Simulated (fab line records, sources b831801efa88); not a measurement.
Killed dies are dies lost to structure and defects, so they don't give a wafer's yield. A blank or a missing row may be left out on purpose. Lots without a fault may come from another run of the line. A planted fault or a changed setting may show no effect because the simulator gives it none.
Which tool did it? | flow gf180mcu | 15 lots, 45 wafers sampled, at 1 step of a route of 602

WHAT THE GAUGES READ, wafer by wafer
GF_V4_THK_MEAS_25: measures by xrf.
lot  | measured     | on            | V4_W_THK (nm)
L424 | day 25 07:41 | film_metro-04 | 356 353 353
L425 | day 25 10:28 | film_metro-03 | 355 357 355
L426 | day 25 15:41 | film_metro-04 | 358 355 354
L427 | day 26 01:31 | film_metro-03 | 362 363 368
L431 | day 27 09:31 | film_metro-02 | 352 356 356
L433 | day 27 17:37 | film_metro-02 | 354 356 351
L432 | day 27 18:23 | film_metro-03 | 361 357 359
L434 | day 28 05:05 | film_metro-02 | 352 354 355
L436 | day 28 19:25 | film_metro-02 | 349 352 353
L437 | day 29 00:22 | film_metro-02 | 352 357 350
L438 | day 29 04:56 | film_metro-04 | 360 359 363
L441 | day 30 06:20 | film_metro-04 | 363 365 361
L444 | day 30 19:41 | film_metro-03 | 361 359 361
L445 | day 31 01:16 | film_metro-02 | 352 355 351
L446 | day 31 07:17 | film_metro-03 | 355 356 353

WHICH TOOL RAN EACH LOT (tool, then ch and the chambers of the sampled wafers, then the start)
The record holds no process step before these readings.

WHAT THE TOOLS THEMSELVES READ (means of the sampled wafers that have a number; where no wafer has one, the mark that the record gives instead)
The record holds no such reading with a usual standard deviation.

THE ANSWER, worked out from the rows above alone
Rule: what is usual is taken from the lots themselves. Put in order of their means at a reading, lots are off if they are a third of the lots or fewer, leave a main group of 4 or more, and stand apart from it by a gap of 3 or more times the standard deviation of the main group's means; of several such gaps the widest counts. A main group whose means are all the same, to the digits that the tables above print for the reading, isn't used. A lot without any number at a reading at which 4 lots or more have one is off too. The other lots that the step has rows for count as sound. The gauges are gone through in route order, then the tools' own readings, and for those a lot's mean is taken as printed above. The first step at which some lot is off is used, and at that step the reading that is off furthest; a lot without a number counts as furthest.
No lot is off at any reading shown: from this, nothing can be told.

WHAT THE SIMULATOR HAD PUT IN
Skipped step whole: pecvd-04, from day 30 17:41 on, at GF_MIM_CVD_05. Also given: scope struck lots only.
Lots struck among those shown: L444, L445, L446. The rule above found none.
